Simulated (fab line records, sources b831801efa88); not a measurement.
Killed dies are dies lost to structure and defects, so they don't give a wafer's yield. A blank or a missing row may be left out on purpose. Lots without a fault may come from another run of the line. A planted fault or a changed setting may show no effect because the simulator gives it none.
Problem report in the 8D (eight disciplines) form, filled by code | flow gf180mcu | the parts of the form that need people (team, actions taken, sign-off) are left out

1. THE PROBLEM
NSD_RS at GF_PSD_RS_MEAS_14 reads a mean of 48.66 ohm/sq on 6 wafers of 2 lots; wafers without a fault read 45.94 ohm/sq with a standard deviation of 0.074. That is +37 standard deviations from the usual mean.
The step: measures by four-point-probe.
First seen on wafer L792.2, day 19 14:19, on film_metro-04. The record holds 39 wafers of 13 lots with a number at this step. Rule for "out", or "out of limits": more than 4 standard deviations from the usual mean. The other wafers with a number count as sound.

2. WHAT IT IS AND WHAT IT IS NOT
question                    | is                           | is not
which readings at this step | NSD_RS                       | -
which lots                  | L792, L794                   | L782, L783, L784, L785, L787, L788, L793, L796, L797, L804, L805
which wafers of those lots  | all that have a number       | -
read on which gauges        | film_metro-03, film_metro-04 | film_metro-01
when                        | from day 19 14:19            | up to then (18 sound wafers); but 15 sound wafers of L793, L796, L797, L804, L805 came after

3. SUSPECTS, AND WHAT RULES EACH OUT
Counting: a tool at a process step up to the reading stays a suspect if it ran every lot that is out and no sound lot after the first of them.
- the gauge at GF_PSD_RS_MEAS_14: ruled out. The wafers that are out were read on 2 gauges (film_metro-03, film_metro-04).
- rtp_anneal-01 at GF_PSD_RTA_13 (time 20 s): ruled out as a lasting fault. Sound lots L805 ran on it after its first lot that is out, L792 (day 19 14:13).
Left after counting: nothing in the record.

4. THE CAUSE (what the simulator had put in)
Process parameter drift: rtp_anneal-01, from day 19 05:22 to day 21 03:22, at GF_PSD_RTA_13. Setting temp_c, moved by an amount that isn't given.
Counting ruled it out, wrongly: the rule takes a fault to strike every lot that its tool runs from its start on, and this one did not.

5. THE CHAIN OF EFFECTS, in route order
Each row: a reading whose mean over the struck wafers that have a number lies more than 3 standard deviations from the usual. Only readings for which the record gives a usual standard deviation are gone through. hours: the time from each lot's start at the first step in this table that gives one to its start at this step, as a median over the lots. sigmas: the change in usual standard deviations.
hours | step              | reading          | usual         | on struck wafers | change | sigmas
0     | GF_PSD_RTA_13     | wafer_temp_C_max | 1029.9        | 1007.9           | -22.1  | -20
0     | GF_PSD_RS_MEAS_14 | NSD_RS           | 45.94 ohm/sq  | 48.66            | +2.72  | +37
0     | GF_PSD_RS_MEAS_15 | PSD_RS           | 108.54 ohm/sq | 122.86           | +14.32 | +57
The process steps in it:
- GF_PSD_RTA_13: time 20 s.
Later measuring or inspecting steps at which every struck wafer that the step has a row for has a number for every such reading, and none has moved that far: GF_V1_THK_MEAS_03, GF_V1_BOW_MEAS_05, GF_V1_RS_MEAS_24.

6. WHAT WOULD HAVE CAUGHT IT SOONER
In this record the first reading out of limits at a measuring or inspecting step was taken at day 19 14:19, 9 hours after the fault began at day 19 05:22.
The tool's own readings at GF_PSD_RTA_13 were out on every struck wafer that the step has a row for (wafer_temp_C_max): an alarm limit on them would have fired on the first of those.
